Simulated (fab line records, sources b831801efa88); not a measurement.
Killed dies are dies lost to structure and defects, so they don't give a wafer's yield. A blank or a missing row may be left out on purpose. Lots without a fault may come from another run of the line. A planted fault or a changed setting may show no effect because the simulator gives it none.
A struck lot beside a sound one | flow sky130 | 19 steps out of a route of 708
Sound: wafers L760.4, L760.5, L760.6. Struck: wafers L749.4, L749.5, L749.6. The cause comes at the end.
At each step with rows: each side's tool, then ch and its chambers, then its first start. Under that, the readings that differ: sound wafers | struck wafers | difference of the means | sigmas: that difference in standard deviations of wafers without a fault.
alike: readings whose means differ by less than 2 such deviations, and words and numbers that are the same on both sides. not compared: withheld readings, readings that some wafer has no value for, bounds like >300 that may hide the same value, and numbers for which the record gives no deviation and whose values overlap.
The two part at a step that has a row with sigmas, a row that says differs or no value, or rows on one side only. Numbers that don't overlap but have no deviation are shown without sigmas and don't part them. A reading that every wafer of one side lacks parts them only if that side has two wafers or more.

first, 1 step without rows for these wafers: SKY_LDD_HVP_IMPLANT_08.
SKY_LDD_HVP_STRIP_09: strips in O2/N2.
  sound on plasma_asher-01 ch 0,1, day 26 21:56; struck on plasma_asher-04 ch 0,1, day 22 14:12
  reading                      | sound             | struck            | difference | sigmas
  strip_time_to_endpoint_s (s) | 4.113 4.103 4.121 | 4.148 4.143 4.159 | +0.038     | +3
  alike: drypump_motor_current_A, n2_flow_sccm, oes_product_au
  not compared: rf_hours_counter_h
SKY_LDD_HVP_TW_MEAS_10:
  sound on film_metro-03, day 26 22:02; struck on film_metro-03, day 22 14:18
  alike: LDD_HVP_TW
then, 7 steps without rows for these wafers: SKY_LDD_LDN_DEHYDRATE_00 (time 60 s); SKY_LDD_LDN_HMDS_01 (prime time 60 s); SKY_LDD_LDN_COAT_02 (resist thk 1140 nm); SKY_LDD_LDN_SOFTBAKE_03 (time 60 s); SKY_LDD_LDN_EXPOSE_04 (exposes mask LDNTM, target cd 700 nm); SKY_LDD_LDN_PEB_05; SKY_LDD_LDN_DEVELOP_06 (develop time 60 s).
SKY_LDD_LDN_OVL_MEAS_07:
  sound on overlay-01, day 28 02:50; struck on overlay-01, day 23 20:05
  alike: LDD_LDN_OVL
then, 1 step without rows for these wafers: SKY_LDD_LDN_IMPLANT_08.
SKY_LDD_LDN_IMPLANT_09:
  sound on implanter-02 ch 0, day 28 03:05; struck on implanter-02 ch 0, day 23 20:39
  alike: faraday_current_uA
then, 2 steps without rows for these wafers: SKY_LDD_LDN_IMPLANT_10; SKY_LDD_LDN_IMPLANT_11.
SKY_LDD_LDN_STRIP_12: strips in O2/N2.
  sound on plasma_asher-04 ch 0,1, day 28 03:29; struck on plasma_asher-03 ch 0,1, day 23 21:08
  alike: drypump_motor_current_A, n2_flow_sccm, oes_product_au, strip_time_to_endpoint_s
  not compared: rf_hours_counter_h
SKY_LDD_LDN_TW_MEAS_13:
  sound on film_metro-01, day 28 03:35; struck on film_metro-02, day 23 21:14
  reading    | sound          | struck         | difference | sigmas
  LDD_LDN_TW | 1473 1472 1475 | 1549 1552 1565 | +82        | +7
then, 1 step without rows for these wafers: SKY_LDD_LDN_CLEAN_14 (cleans in SC1/SC2, time 150 s).
-- the record jumps here: 22 days lie between the struck wafers' starts before and after (it left off in module LDD_LDN and takes up again in module PAD_OPEN, whose first step shown is number 708 of the route) --
SKY_PAD_OPEN_PROBE_99:
  sound on prober-01, day 49 05:51; struck on prober-02, day 46 08:47
  reading                         | sound          | struck         | difference | sigmas
  killed_at_contacts              | 28 23 34       | 17 17 14       | -12        | -2
  model.etest.tip_sonos.rs_ohm_sq | 2533 2592 2597 | 2305 2296 2324 | -266       |
  alike: killed_at_M0_to_M3, killed_at_M4_up, killed_at_front_end, killed_at_other, killed_dies, killed_open, killed_short

WHERE THEY PART
First at SKY_LDD_HVP_STRIP_09; last, within this record, at SKY_PAD_OPEN_PROBE_99.

WHY: what the simulator had put in
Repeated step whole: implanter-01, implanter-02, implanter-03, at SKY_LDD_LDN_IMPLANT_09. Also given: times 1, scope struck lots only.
